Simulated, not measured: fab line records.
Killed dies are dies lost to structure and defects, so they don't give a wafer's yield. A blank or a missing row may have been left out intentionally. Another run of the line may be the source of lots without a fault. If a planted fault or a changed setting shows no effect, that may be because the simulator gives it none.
Which tool is to blame? / flow sky130 / 12 lots, 36 wafers sampled, at 5 steps of a route of 708

WHAT THE GAUGES READ, wafer by wafer
No reading from a measuring or inspecting step in the record can be judged against a usual standard deviation.

EACH LOT AND THE TOOL THAT RAN IT (in order: tool; ch and the chambers of the sampled wafers; start)
lot=L227; SKY_VIA2_HDPCVD_00=hdpcvd-01 ch 1,2, day 36 01:59; SKY_METAL5_SPUTTER_01=pvd-sputter-03, day 43 21:08; SKY_PASSIVATION_CVD_00=pecvd-02 ch 0,2, day 44 21:25; SKY_PASSIVATION_STRIP_12=plasma-asher-03 ch 0,1, day 45 18:47; SKY_PAD_OPEN_PROBE_99=-
lot=L228; SKY_VIA2_HDPCVD_00=hdpcvd-02 ch 0,1,2, day 36 09:38; SKY_METAL5_SPUTTER_01=pvd-sputter-03, day 44 03:56; SKY_PASSIVATION_CVD_00=pecvd-04 ch 0,2, day 45 03:45; SKY_PASSIVATION_STRIP_12=plasma-asher-01 ch 0,1, day 46 01:48; SKY_PAD_OPEN_PROBE_99=-
lot=L229; SKY_VIA2_HDPCVD_00=hdpcvd-01 ch 1,2, day 36 19:41; SKY_METAL5_SPUTTER_01=pvd-sputter-02, day 44 10:20; SKY_PASSIVATION_CVD_00=pecvd-02 ch 0,1,2, day 45 10:13; SKY_PASSIVATION_STRIP_12=plasma-asher-01 ch 0,1, day 46 08:06; SKY_PAD_OPEN_PROBE_99=-
lot=L234; SKY_VIA2_HDPCVD_00=hdpcvd-01 ch 0,1, day 38 09:50; SKY_METAL5_SPUTTER_01=pvd-sputter-03, day 45 18:50; SKY_PASSIVATION_CVD_00=pecvd-04 ch 0,2, day 46 17:40; SKY_PASSIVATION_STRIP_12=plasma-asher-01 ch 0,1, day 47 14:45; SKY_PAD_OPEN_PROBE_99=prober-02, day 48 12:59
lot=L235; SKY_VIA2_HDPCVD_00=hdpcvd-01 ch 0,1,2, day 38 18:05; SKY_METAL5_SPUTTER_01=pvd-sputter-02, day 46 03:29; SKY_PASSIVATION_CVD_00=pecvd-01 ch 0,2, day 47 02:12; SKY_PASSIVATION_STRIP_12=plasma-asher-01 ch 0,1, day 47 23:30; SKY_PAD_OPEN_PROBE_99=-
lot=L238; SKY_VIA2_HDPCVD_00=hdpcvd-01 ch 0,1, day 39 15:58; SKY_METAL5_SPUTTER_01=pvd-sputter-02, day 46 21:25; SKY_PASSIVATION_CVD_00=pecvd-02 ch 0,1,2, day 47 18:33; SKY_PASSIVATION_STRIP_12=plasma-asher-01 ch 0,1, day 48 14:48; SKY_PAD_OPEN_PROBE_99=prober-02, day 49 11:50
lot=L239; SKY_VIA2_HDPCVD_00=hdpcvd-01 ch 0,2, day 39 18:33; SKY_METAL5_SPUTTER_01=pvd-sputter-01, day 46 23:37; SKY_PASSIVATION_CVD_00=pecvd-04 ch 0,1,2, day 47 21:16; SKY_PASSIVATION_STRIP_12=plasma-asher-04 ch 0,1, day 48 17:24; SKY_PAD_OPEN_PROBE_99=prober-01, day 49 14:44
lot=L240; SKY_VIA2_HDPCVD_00=hdpcvd-02 ch 1,2, day 40 07:01; SKY_METAL5_SPUTTER_01=pvd-sputter-01, day 47 09:02; SKY_PASSIVATION_CVD_00=pecvd-02 ch 0,1,2, day 48 06:50; SKY_PASSIVATION_STRIP_12=plasma-asher-03 ch 0,1, day 49 02:23; SKY_PAD_OPEN_PROBE_99=-
lot=L242; SKY_VIA2_HDPCVD_00=hdpcvd-02 ch 0,1,2, day 40 16:54; SKY_METAL5_SPUTTER_01=pvd-sputter-02, day 47 17:20; SKY_PASSIVATION_CVD_00=pecvd-02 ch 0,2, day 48 13:15; SKY_PASSIVATION_STRIP_12=plasma-asher-03 ch 1, day 49 08:12; SKY_PAD_OPEN_PROBE_99=-
lot=L243; SKY_VIA2_HDPCVD_00=hdpcvd-02 ch 0,1, day 40 18:08; SKY_METAL5_SPUTTER_01=pvd-sputter-03, day 47 19:23; SKY_PASSIVATION_CVD_00=pecvd-04 ch 0,1,2, day 48 16:12; SKY_PASSIVATION_STRIP_12=plasma-asher-03 ch 0,1, day 49 11:18; SKY_PAD_OPEN_PROBE_99=-
lot=L245; SKY_VIA2_HDPCVD_00=hdpcvd-02 ch 0,1, day 41 18:41; SKY_METAL5_SPUTTER_01=pvd-sputter-02, day 48 13:31; SKY_PASSIVATION_CVD_00=pecvd-02 ch 0,2, day 49 09:35; SKY_PASSIVATION_STRIP_12=plasma-asher-01 ch 0,1, day 50 03:35; SKY_PAD_OPEN_PROBE_99=prober-02, day 50 22:59
lot=L250; SKY_VIA2_HDPCVD_00=hdpcvd-02 ch 1,2, day 42 23:22; SKY_METAL5_SPUTTER_01=pvd-sputter-01, day 49 14:40; SKY_PASSIVATION_CVD_00=pecvd-02 ch 0,2, day 50 08:49; SKY_PASSIVATION_STRIP_12=plasma-asher-04 ch 0,1, day 51 00:21; SKY_PAD_OPEN_PROBE_99=-
- SKY_VIA2_HDPCVD_00: deposits SiO2, target thk 1180 nm, time 196.7 s.
- SKY_METAL5_SPUTTER_01: material TiN, target thk 20 nm, time 16.7 s.
- SKY_PASSIVATION_CVD_00: deposits SiO2, target thk 90 nm.
- SKY_PASSIVATION_STRIP_12: strips in O2/N2.
- SKY_PAD_OPEN_PROBE_99

WHAT THE TOOLS THEMSELVES READ (means of the sampled wafers that have a number; where no wafer has one, the mark that the record gives instead)
SKY_METAL5_SPUTTER_01.
lot=L227; tool=pvd-sputter-03; throttle-valve-pct (%)=28.9
lot=L228; tool=pvd-sputter-03; throttle-valve-pct (%)=28.2
lot=L229; tool=pvd-sputter-02; throttle-valve-pct (%)=30.0
lot=L234; tool=pvd-sputter-03; throttle-valve-pct (%)=28.9
lot=L235; tool=pvd-sputter-02; throttle-valve-pct (%)=29.8
lot=L238; tool=pvd-sputter-02; throttle-valve-pct (%)=29.9
lot=L239; tool=pvd-sputter-01; throttle-valve-pct (%)=30.3
lot=L240; tool=pvd-sputter-01; throttle-valve-pct (%)=28.9
lot=L242; tool=pvd-sputter-02; throttle-valve-pct (%)=30.6
lot=L243; tool=pvd-sputter-03; throttle-valve-pct (%)=29.0
lot=L245; tool=pvd-sputter-02; throttle-valve-pct (%)=30.7
lot=L250; tool=pvd-sputter-01; throttle-valve-pct (%)=29.7

SKY_PASSIVATION_CVD_00.
lot=L227; tool=pecvd-02; heater-power-w (W)=728
lot=L228; tool=pecvd-04; heater-power-w (W)=648
lot=L229; tool=pecvd-02; heater-power-w (W)=720
lot=L234; tool=pecvd-04; heater-power-w (W)=592
lot=L235; tool=pecvd-01; heater-power-w (W)=656
lot=L238; tool=pecvd-02; heater-power-w (W)=711
lot=L239; tool=pecvd-04; heater-power-w (W)=610
lot=L240; tool=pecvd-02; heater-power-w (W)=758
lot=L242; tool=pecvd-02; heater-power-w (W)=720
lot=L243; tool=pecvd-04; heater-power-w (W)=600
lot=L245; tool=pecvd-02; heater-power-w (W)=731
lot=L250; tool=pecvd-02; heater-power-w (W)=648

SKY_PASSIVATION_STRIP_12.
lot=L227; tool=plasma-asher-03; drypump-motor-current-A (A)=5.51; oes-product-au (a.u.)=0.658; strip-time-to-endpoint-s (s)=31.75
lot=L228; tool=plasma-asher-01; drypump-motor-current-A (A)=5.86; oes-product-au (a.u.)=0.663; strip-time-to-endpoint-s (s)=31.61
lot=L229; tool=plasma-asher-01; drypump-motor-current-A (A)=5.91; oes-product-au (a.u.)=0.663; strip-time-to-endpoint-s (s)=31.63
lot=L234; tool=plasma-asher-01; drypump-motor-current-A (A)=5.92; oes-product-au (a.u.)=0.664; strip-time-to-endpoint-s (s)=31.51
lot=L235; tool=plasma-asher-01; drypump-motor-current-A (A)=5.85; oes-product-au (a.u.)=0.657; strip-time-to-endpoint-s (s)=31.54
lot=L238; tool=plasma-asher-01; drypump-motor-current-A (A)=5.87; oes-product-au (a.u.)=0.665; strip-time-to-endpoint-s (s)=31.54
lot=L239; tool=plasma-asher-04; drypump-motor-current-A (A)=5.39; oes-product-au (a.u.)=0.656; strip-time-to-endpoint-s (s)=31.40
lot=L240; tool=plasma-asher-03; drypump-motor-current-A (A)=5.42; oes-product-au (a.u.)=0.661; strip-time-to-endpoint-s (s)=31.34
lot=L242; tool=plasma-asher-03; drypump-motor-current-A (A)=5.60; oes-product-au (a.u.)=0.664; strip-time-to-endpoint-s (s)=31.66
lot=L243; tool=plasma-asher-03; drypump-motor-current-A (A)=5.41; oes-product-au (a.u.)=0.660; strip-time-to-endpoint-s (s)=31.62
lot=L245; tool=plasma-asher-01; drypump-motor-current-A (A)=5.93; oes-product-au (a.u.)=0.663; strip-time-to-endpoint-s (s)=31.44
lot=L250; tool=plasma-asher-04; drypump-motor-current-A (A)=5.39; oes-product-au (a.u.)=0.661; strip-time-to-endpoint-s (s)=31.40

SKY_PAD_OPEN_PROBE_99.
lot=L234; tool=prober-02; defect-limited-yield (%)=85.6; killed_at_M0_to_M3=39; killed_at_M4_up=2.7; killed-at-contacts=18; killed-at-front-end=11; killed-at-other=0.0; killed-dies=71; killed-open=41; killed-short=29; sort_bin_3_pad_short (%)=0.6; sort_bin_5_function (%)=8.5; sort_bin_6_memory (%)=5.3; sort_bin_8_speed (%)=0.0; sort-n-pass=421; sort-yield-pct (%)=85.6
lot=L238; tool=prober-02; defect-limited-yield (%)=78.0; killed_at_M0_to_M3=63; killed_at_M4_up=3.3; killed-at-contacts=30; killed-at-front-end=12; killed-at-other=0.7; killed-dies=108; killed-open=50; killed-short=38; sort_bin_3_pad_short (%)=1.2; sort_bin_5_function (%)=13.9; sort_bin_6_memory (%)=6.9; sort_bin_8_speed (%)=0.4; sort-n-pass=382; sort-yield-pct (%)=77.6
lot=L239; tool=prober-01; defect-limited-yield (%)=82.0; killed_at_M0_to_M3=50; killed_at_M4_up=5.0; killed-at-contacts=22; killed-at-front-end=11; killed-at-other=0.3; killed-dies=89; killed-open=46; killed-short=32; sort_bin_3_pad_short (%)=1.0; sort_bin_5_function (%)=11.0; sort_bin_6_memory (%)=6.0; sort_bin_8_speed (%)=0.0; sort-n-pass=403; sort-yield-pct (%)=82.0
lot=L245; tool=prober-02; defect-limited-yield (%)=82.2; killed_at_M0_to_M3=44; killed_at_M4_up=2.3; killed-at-contacts=29; killed-at-front-end=12; killed-at-other=0.7; killed-dies=88; killed-open=48; killed-short=39; sort_bin_3_pad_short (%)=0.7; sort_bin_5_function (%)=10.4; sort_bin_6_memory (%)=6.7; sort_bin_8_speed (%)=0.3; sort-n-pass=403; sort-yield-pct (%)=81.8

THE ANSWER, worked out from the rows above alone
Rule: usual is defined by the lots themselves. The widest of any qualifying gaps counts: lots, ordered by their means at a reading, are off when they make up no more than a third of the lots, leave a main group of 4 or more, and stand apart from it by 3 or more times the standard deviation of that group's means. A main group is skipped when, at the precision printed for the reading in the tables above, its means are all equal. Also off: a lot with no number at a reading for which 4 or more lots have one. All remaining lots with rows at the step are treated as sound. Order of review: gauges by route order, followed by the tools' own readings, for which a lot's mean as printed above is used. The first step at which some lot is off is used, and at that step the reading that is off furthest; a lot without a number counts as furthest.
Across all readings shown, no lot is off: no conclusion can be drawn from this.

WHAT HAD BEEN PUT IN BY THE SIMULATOR
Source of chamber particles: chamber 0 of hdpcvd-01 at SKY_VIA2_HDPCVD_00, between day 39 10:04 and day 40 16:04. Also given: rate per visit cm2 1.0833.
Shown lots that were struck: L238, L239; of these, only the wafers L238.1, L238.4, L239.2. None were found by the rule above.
